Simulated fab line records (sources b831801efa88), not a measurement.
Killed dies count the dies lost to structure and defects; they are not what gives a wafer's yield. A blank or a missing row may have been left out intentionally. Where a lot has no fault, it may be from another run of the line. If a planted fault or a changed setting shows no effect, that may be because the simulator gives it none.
fab line records | flow gf180mcu
record: lots: 6 | wafers: 18 | last_day: 34
route steps=602 shown PSD@258 NSD@262 SAB@264
lots untouched by any fault: they come from a run of this same line in which no faults occurred
start_h: hours from the record's first day to the start of the lot's first wafer shown | wait_h: hours since the lot's step before | " unchanged from the row above | L1.1+2: a single row standing in for several wafers | - no value, or no start was given | * or withheld: withheld | < > ~ a bound
route shown NAME@n: NAME is a module with steps in the file, n the number in the route of the first one | usual: the fault-free wafers' mean and standard deviation | same: alike in all rows | chamber/n: place in a boat | sites: readings site by site | _std_site: how widely they spread, as a standard deviation | _edge_site: the outer-site mean with the inner-site mean subtracted | radius_mm: for every site, how far away it sits from the centre of the wafer | mask NAME#n: copy n | behind: the last tool/chamber to shape the wafer | hold: why the lot was held/for how many hours/how that ended | device: the n, p or np transistor that did not switch | end of line: the route-end tests of the same wafers | step lacking rows: just its recipe | killed: dies lost to structure and defects at the first sort, not the wafer's yield | map: shows each die of a wafer: x if killed, . if not, _ if none is there
set.NAME: the setting that was run; set.NAME@STEP: the one run at that earlier step | model.NAME: the simulator's own value behind a step, which no gauge read
lots at some steps of the route; a table a step, a row a wafer
services: a tool's chamber out of use, with start hour (start_h, from the record's first day; less than 0 if before it), hours out, and reason
== steps ==
step: GF_PSD_STRIP_10
recipe: chemistry: O2/N2 | power_w: 1400 | pressure_mtorr: 1500 | platen_temp_c: 250 | o2_flow_sccm: 3000 | n2_flow_sccm: 300 | overash_fraction: 0.5
usual: drypump_motor_current_A: 5.9/0.31 | heater_power_w: 371/36 | oes_product_au: 0.591/0.0042 | strip_time_to_endpoint_s: 16.46/0.039
lot.wafer | tool            | chamber | start_h | wait_h | drypump_motor_current_A | heater_power_w | oes_product_au | rf_hours_counter_h | strip_time_to_endpoint_s
L385.1    | plasma_asher-03 | 1       | 310.70  | 0.1    | 6.1                     | 334            | 0.586          | 49                 | 16.45
L385.3    | "               | 1       | "       | "      | 6.1                     | 333            | 0.588          | -                  | 16.42
L385.5    | "               | 1       | "       | "      | 6.1                     | 336            | 0.585          | -                  | 16.45
L389.1    | plasma_asher-01 | 1       | 345.95  | 0.1    | 5.6                     | 370            | 0.589          | 71                 | 16.43
L389.2    | "               | 0       | "       | "      | 5.9                     | 412            | 0.598          | 71                 | 16.47
L389.5    | "               | 0       | "       | "      | 5.9                     | 418            | 0.592          | -                  | 16.42
L391.1    | plasma_asher-01 | 1       | 360.30  | 0.1    | 5.5                     | 365            | 0.594          | 72                 | 16.40
L391.2    | "               | 0       | "       | "      | 5.9                     | 410            | 0.592          | 72                 | 16.42
L391.5    | "               | 0       | "       | "      | 5.9                     | 406            | 0.591          | -                  | 16.43
L392.1    | plasma_asher-01 | 1       | 377.65  | 0.1    | 5.6                     | 367            | 0.594          | 74                 | 16.43
L392.3    | "               | 0       | "       | "      | 5.9                     | 421            | 0.592          | -                  | 16.43
L392.4    | "               | 1       | "       | "      | 5.6                     | 380            | 0.591          | -                  | 16.44
L404.1    | plasma_asher-03 | 1       | 487.40  | 0.1    | 6.1                     | 342            | 0.586          | 68                 | 16.49
L404.2    | "               | 0       | "       | "      | 5.3                     | 355            | 0.592          | 68                 | 16.47
L404.5    | "               | 0       | "       | "      | 5.3                     | 359            | 0.589          | -                  | 16.48
L407.1    | plasma_asher-04 | 1       | 506.00  | 0.1    | 6.1                     | 323            | 0.591          | 87                 | 16.42
L407.2    | "               | 0       | "       | "      | 6.2                     | 402            | 0.592          | 87                 | 16.41
L407.3    | "               | 0       | "       | "      | 6.3                     | 418            | 0.591          | -                  | 16.39
step: GF_PSD_TW_MEAS_11
usual: PSD_TW: 3164/33
lot.wafer | tool          | chamber | start_h | wait_h | PSD_TW
L385.1    | film_metro-04 | -       | 310.80  | 0.1    | 3198
L385.3    | "             | -       | "       | "      | 3194
L385.5    | "             | -       | "       | "      | 3207
L389.1    | film_metro-02 | -       | 346.05  | 0.1    | 3146
L389.2    | "             | -       | "       | "      | 3141
L389.5    | "             | -       | "       | "      | 3153
L391.1    | film_metro-04 | -       | 360.40  | 0.1    | 3198
L391.2    | "             | -       | "       | "      | 3212
L391.5    | "             | -       | "       | "      | 3218
L392.1    | film_metro-02 | -       | 377.75  | 0.1    | 3147
L392.3    | "             | -       | "       | "      | 3148
L392.4    | "             | -       | "       | "      | 3144
L404.1    | film_metro-04 | -       | 487.50  | 0.1    | 3225
L404.2    | "             | -       | "       | "      | 3207
L404.5    | "             | -       | "       | "      | 3227
L407.1    | film_metro-04 | -       | 506.10  | 0.1    | 3213
L407.2    | "             | -       | "       | "      | 3212
L407.3    | "             | -       | "       | "      | 3212
step: GF_PSD_CLEAN_12
recipe: chemistry: SC1/SC2 | mix: 1:4:20 | temp_c: 70 | time_s: 150 | dry: n2_spin
step: GF_PSD_RTA_13
recipe: temp_c: 1025 | time_s: 20 | ambient: N2
usual: lamp_power_pct: 31.3/2.6 | wafer_temp_C_max: 1029.1/0.87
lot.wafer | tool          | chamber | start_h | wait_h | lamp_power_pct | wafer_temp_C_max
L385.1    | rtp_anneal-01 | 0       | 310.91  | 0.0    | 34.1           | 1029.1
L385.3    | "             | 0       | "       | "      | 34.2           | 1029.2
L385.5    | "             | 0       | "       | "      | 34.1           | 1029.5
L389.1    | rtp_anneal-01 | 0       | 346.17  | 0.0    | 34.2           | 1030.0
L389.2    | "             | 0       | "       | "      | 34.2           | 1032.9
L389.5    | "             | 0       | "       | "      | 34.2           | 1028.2
L391.1    | rtp_anneal-02 | 0       | 360.56  | 0.0    | 28.8           | 1028.0
L391.2    | "             | 0       | "       | "      | 28.8           | 1028.9
L391.5    | "             | 0       | "       | "      | 28.8           | 1029.2
L392.1    | rtp_anneal-02 | 0       | 377.91  | 0.0    | 28.9           | 1029.0
L392.3    | "             | 0       | "       | "      | 28.8           | 1030.2
L392.4    | "             | 0       | "       | "      | 28.9           | 1029.6
L404.1    | rtp_anneal-02 | 0       | 487.61  | 0.0    | 28.9           | 1028.6
L404.2    | "             | 0       | "       | "      | 28.9           | 1028.5
L404.5    | "             | 0       | "       | "      | 28.9           | 1027.9
L407.1    | rtp_anneal-02 | 0       | 506.21  | 0.0    | 28.9           | 1028.3
L407.2    | "             | 0       | "       | "      | 28.9           | 1029.8
L407.3    | "             | 0       | "       | "      | 28.9           | 1029.2
step: GF_PSD_RS_MEAS_14
recipe: thk_meas_gauge: four-point-probe
usual: NSD_RS: 46.13/0.092
lot.wafer | tool          | chamber | start_h | wait_h | NSD_RS[ohm/sq]
L385.1    | film_metro-04 | -       | 311.00  | 0.1    | 46.25
L385.3    | "             | -       | "       | "      | 46.14
L385.5    | "             | -       | "       | "      | 46.22
L389.1    | film_metro-01 | -       | 346.25  | 0.1    | 46.10
L389.2    | "             | -       | "       | "      | 46.19
L389.5    | "             | -       | "       | "      | 46.11
L391.1    | film_metro-02 | -       | 360.64  | 0.1    | 46.17
L391.2    | "             | -       | "       | "      | 46.20
L391.5    | "             | -       | "       | "      | 46.28
L392.1    | film_metro-01 | -       | 377.99  | 0.1    | 46.13
L392.3    | "             | -       | "       | "      | 45.95
L392.4    | "             | -       | "       | "      | 46.02
L404.1    | film_metro-01 | -       | 487.69  | 0.1    | 46.19
L404.2    | "             | -       | "       | "      | 46.17
L404.5    | "             | -       | "       | "      | 46.13
L407.1    | film_metro-02 | -       | 506.29  | 0.1    | 46.35
L407.2    | "             | -       | "       | "      | 46.30
L407.3    | "             | -       | "       | "      | 46.24
step: GF_PSD_RS_MEAS_15
recipe: thk_meas_gauge: four-point-probe
usual: PSD_RS: 108.5/0.32
lot.wafer | tool          | chamber | start_h | wait_h | PSD_RS[ohm/sq]
L385.1    | film_metro-04 | -       | 311.12  | 0.1    | 108.7
L385.3    | "             | -       | "       | "      | 108.4
L385.5    | "             | -       | "       | "      | 108.7
L389.1    | film_metro-01 | -       | 346.37  | 0.1    | 108.2
L389.2    | "             | -       | "       | "      | 108.4
L389.5    | "             | -       | "       | "      | 108.5
L391.1    | film_metro-02 | -       | 360.76  | 0.1    | 108.6
L391.2    | "             | -       | "       | "      | 108.9
L391.5    | "             | -       | "       | "      | 108.9
L392.1    | film_metro-01 | -       | 378.11  | 0.1    | 108.6
L392.3    | "             | -       | "       | "      | 108.4
L392.4    | "             | -       | "       | "      | 108.4
L404.1    | film_metro-01 | -       | 487.81  | 0.1    | 108.3
L404.2    | "             | -       | "       | "      | 108.5
L404.5    | "             | -       | "       | "      | 108.4
L407.1    | film_metro-02 | -       | 506.41  | 0.1    | 109.2
L407.2    | "             | -       | "       | "      | 109.2
L407.3    | "             | -       | "       | "      | 108.9
step: GF_SAB_CVD_00
recipe: material: SiO2 | target_thk_nm: 50 | precursor: TEOS | temp_c: 400 | time_s: 4.9302 | rf_w: 600
usual: heater_power_w: 651/77
lot.wafer | tool     | chamber | start_h | wait_h | heater_power_w | since_wet_clean_h
L385.1    | pecvd-02 | 1       | 311.24  | 0.1    | 602            | 137
L385.3    | "        | 2       | "       | "      | 698            | 137
L385.5    | "        | 2       | "       | "      | 710            | -
L389.1    | pecvd-03 | 1       | 346.49  | 0.1    | 595            | 588
L389.2    | "        | 0       | "       | "      | 818            | 588
L389.5    | "        | 0       | "       | "      | 819            | -
L391.1    | pecvd-02 | 2       | 360.88  | 0.1    | 747            | 186
L391.2    | "        | 0       | "       | "      | 699            | 186
L391.5    | "        | 1       | "       | "      | 576            | -
L392.1    | pecvd-02 | 1       | 378.23  | 0.1    | 514            | 204
L392.3    | "        | 2       | "       | "      | 742            | 204
L392.4    | "        | 0       | "       | "      | 703            | -
L404.1    | pecvd-03 | 2       | 487.93  | 0.1    | 699            | 730
L404.2    | "        | 1       | "       | "      | 635            | 730
L404.5    | "        | 1       | "       | "      | 658            | -
L407.1    | pecvd-02 | 0       | 506.53  | 0.1    | 686            | 332
L407.2    | "        | 2       | "       | "      | 705            | 332
L407.3    | "        | 1       | "       | "      | 575            | 332
step: GF_SAB_THK_MEAS_01
recipe: reads: SiO2_of_SAB_CVD_00
usual: SAB_CVD_00_THK: 49.7/0.73
lot.wafer | tool          | chamber | start_h | wait_h | SAB_CVD_00_THK[nm]
L385.1    | film_metro-02 | -       | 311.26  | 0.0    | 49.2
L385.3    | "             | -       | "       | "      | 48.5
L385.5    | "             | -       | "       | "      | 50.0
L389.1    | film_metro-02 | -       | 346.51  | 0.0    | 49.0
L389.2    | "             | -       | "       | "      | 50.3
L389.5    | "             | -       | "       | "      | 50.6
L391.1    | film_metro-04 | -       | 360.90  | 0.0    | 49.2
L391.2    | "             | -       | "       | "      | 49.2
L391.5    | "             | -       | "       | "      | 49.6
L392.1    | film_metro-02 | -       | 378.25  | 0.0    | 49.5
L392.3    | "             | -       | "       | "      | 48.7
L392.4    | "             | -       | "       | "      | 50.3
L404.1    | film_metro-02 | -       | 487.95  | 0.0    | 49.1
L404.2    | "             | -       | "       | "      | 48.8
L404.5    | "             | -       | "       | "      | 49.6
L407.1    | film_metro-03 | -       | 506.55  | 0.0    | 49.0
L407.2    | "             | -       | "       | "      | 48.8
L407.3    | "             | -       | "       | "      | 49.4
step: GF_SAB_DEHYDRATE_02
recipe: temp_c: 200 | time_s: 60
step: GF_SAB_HMDS_03
recipe: prime_time_s: 60 | prime_temp_c: 120
step: GF_SAB_COAT_04
recipe: resist: NOVOLAK | spin_rpm: 3000 | resist_thk_nm: 1000
step: GF_SAB_SOFTBAKE_05
recipe: temp_c: 90 | time_s: 60 | resist: NOVOLAK
step: GF_SAB_EXPOSE_06
recipe: mask_id: SAB | target_cd_nm: 420 | na: 0.6 | source_shape: conventional | sigma_outer: 0.6 | dose_mj: 140
usual: exposure_dose_mJ_cm2: 139.94/0.15 | focus_offset_nm: 0.1/0.59
lot.wafer | tool             | chamber | start_h | wait_h | mask  | exposure_dose_mJ_cm2 | focus_offset_nm
L385.1    | iline_stepper-02 | 0       | 320.57  | -      | SAB#0 | 139.98               | 0.6
L385.3    | "                | 0       | "       | "      | SAB#0 | 140.04               | -1.2
L385.5    | "                | 0       | "       | "      | SAB#0 | 140.02               | -0.2
L389.1    | iline_stepper-02 | 0       | 357.60  | -      | SAB#0 | 139.76               | 0.6
L389.2    | "                | 0       | "       | "      | SAB#0 | 139.65               | -0.7
L389.5    | "                | 0       | "       | "      | SAB#0 | 139.82               | -0.4
L391.1    | iline_stepper-01 | -       | 371.77  | -      | SAB#0 | -                    | -
L391.2    | "                | -       | "       | "      | SAB#0 | -                    | -
L391.5    | "                | -       | "       | "      | SAB#0 | -                    | -
L392.1    | iline_stepper-02 | -       | 389.59  | -      | SAB#0 | -                    | -
L392.3    | "                | -       | "       | "      | SAB#0 | -                    | -
L392.4    | "                | -       | "       | "      | SAB#0 | -                    | -
L404.1    | iline_stepper-01 | 0       | 499.67  | -      | SAB#0 | 140.04               | 0.2
L404.2    | "                | 0       | "       | "      | SAB#0 | 140.13               | -0.4
L404.5    | "                | 0       | "       | "      | SAB#0 | 140.04               | 0.2
L407.1    | iline_stepper-02 | 0       | 517.87  | -      | SAB#0 | 139.94               | 0.1
L407.2    | "                | 0       | "       | "      | SAB#0 | 140.03               | -0.1
L407.3    | "                | 0       | "       | "      | SAB#0 | 139.98               | 0.2
step: GF_SAB_PEB_07
recipe: temp_c: withheld | time_s: * | resist: NOVOLAK
== services ==
tool             | chamber | start_h | hours | kind
rtp_anneal-01    | -       | 292.14  | 2.0   | pm
iline_stepper-01 | -       | 311.91  | 1.7   | pm
plasma_asher-04  | -       | 317.19  | 0.8   | repair
iline_stepper-02 | -       | 331.50  | 2.1   | pm
iline_stepper-02 | -       | 333.58  | -     | consumable_replace:lamp
iline_stepper-02 | 0       | 371.22  | -     | calibration
plasma_asher-04  | -       | 372.44  | 2.8   | pm
iline_stepper-02 | -       | 380.51  | 1.7   | pm
pecvd-02         | 0       | 409.05  | 5.0   | repair
plasma_asher-01  | -       | 421.25  | 9.0   | pm
plasma_asher-01  | 0       | 421.25  | 9.0   | vent_cycle
plasma_asher-01  | 1       | 421.25  | 9.0   | vent_cycle
iline_stepper-01 | -       | 422.75  | 4.0   | repair
iline_stepper-02 | -       | 425.63  | 2.8   | repair
pecvd-03         | 0       | 427.09  | 6.1   | repair
plasma_asher-01  | 0       | 430.25  | -     | clean
plasma_asher-01  | 1       | 430.25  | -     | clean
pecvd-03         | 2       | 444.60  | 7.2   | repair
pecvd-03         | 1       | 457.31  | 4.8   | repair
plasma_asher-03  | -       | 467.62  | 5.3   | repair
iline_stepper-02 | -       | 468.56  | 5.3   | repair
plasma_asher-01  | -       | 500.61  | 1.1   | repair
iline_stepper-02 | -       | 511.79  | 1.6   | repair
plasma_asher-03  | -       | 514.53  | 1.3   | repair
== key ==
first_sign: step: GF_SAB_EXPOSE_06 | reading: tool_record | direction: missing
effect none on later readings
met_at GF_SAB_EXPOSE_06
struck_wafers L391.1,L391.2,L391.5,L392.1,L392.3,L392.4
later_rows_left_out L391.1,L391.2,L391.5,L392.1,L392.3,L392.4
sort_left_out L391.1,L391.2,L391.5,L392.1,L392.3,L392.4
tester_left_out L391,L392
onset_between 357.60 371.77
fault: kind: skipped_step_whole | tool: iline_stepper-01,iline_stepper-02 | chamber: - | onset_h: 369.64 | steps: GF_SAB_EXPOSE_06 | scope: struck_lots_only
tester_left_out: of these lots the tester's yield and bins aren't shown, on N5 and GAA mostly nor the transistor test; their killed dies are dies lost to structure and defects alone, not to doping, threshold or leakage, so they don't give the yield
sort_left_out: the simulated sort isn't trusted on such a fault, so these wafers' sort isn't shown, and their yield isn't known
later_rows_left_out: the simulator's readings of these wafers behind a module that went badly wrong aren't trusted and aren't shown, but for the sort
